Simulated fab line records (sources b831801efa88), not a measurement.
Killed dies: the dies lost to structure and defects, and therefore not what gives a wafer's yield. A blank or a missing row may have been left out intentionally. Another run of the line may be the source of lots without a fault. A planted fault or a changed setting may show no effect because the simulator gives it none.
What tool caused it?    flow sfq line    Sampling: 7 lots, 21 wafers, 2 of 325 route steps

WHAT THE GAUGES READ, wafer by wafer
SFQ_M2_RS_MEAS_914: uses a four-point probe to measure.
lot   measured      on             M2_NB_RS (ohm/sq)
L895  day 17 11:32  film metro-04  0.887 0.888 0.883
L897  day 18 15:53  film metro-01  0.871 0.881 0.871
L906  day 21 15:08  film metro-01  0.888 0.632 0.637 0.885 0.634 0.638
L908  day 21 21:07  film metro-03  0.904 0.903 0.894
L912  day 22 22:20  film metro-03  0.900 0.901 0.893
L915  day 23 07:55  film metro-01  0.891 0.895 0.898
L917  day 23 20:55  film metro-01  0.890 0.897 0.897

EACH LOT AND THE TOOL THAT RAN IT (in order: tool; ch and the chambers of the sampled wafers; start)
lot   SFQ_TRILAYER_M2_DEP_SPUTTER_055
L895  pvd sputter-05, day 17 11:27
L897  pvd sputter-03, day 18 15:47
L906  pvd sputter-03, day 21 15:02
L908  pvd sputter-04, day 21 21:02
L912  pvd sputter-04, day 22 22:14
L915  pvd sputter-04, day 23 07:50
L917  pvd sputter-05, day 23 20:50
- SFQ_TRILAYER_M2_DEP_SPUTTER_055: material Nb, target thk 200 nm, time 133.3 s.

THE ANSWER, worked out from the rows above alone
Rule: usual is defined by the lots themselves. Put in order of their means at a reading, lots are off if they are a third of the lots or fewer, leave a main group of 4 or more, and stand apart from it by a gap of 3 or more times the standard deviation of the main group's means; of several such gaps the widest counts. Not used: any main group whose means are identical at the precision the tables above print for the reading. Also off: a lot with no number at a reading for which 4 or more lots have one. Where the step has rows for the other lots, those lots are counted as sound.
Off: L906, seen at SFQ_M2_RS_MEAS_914 (M2_NB_RS). Main group: mean 0.891 ohm/sq, sd 0.0088.
If a tool, at a process step before that reading, ran all the lots that are off and no sound lot after the first of them, it fits. The gauges at SFQ_M2_RS_MEAS_914 are tried like those tools. One fits: SFQ_TRILAYER_M2_DEP_SPUTTER_055 on pvd sputter-03. Its last sound lot is L897 (day 18 15:47), its first lot that is off L906 (day 21 15:02): a fault that began between those two fits.

WHAT THE SIMULATOR PUT IN
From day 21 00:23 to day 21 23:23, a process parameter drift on pvd sputter-03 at SFQ_TRILAYER_M2_DEP_SPUTTER_055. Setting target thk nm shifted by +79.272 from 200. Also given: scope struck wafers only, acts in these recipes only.
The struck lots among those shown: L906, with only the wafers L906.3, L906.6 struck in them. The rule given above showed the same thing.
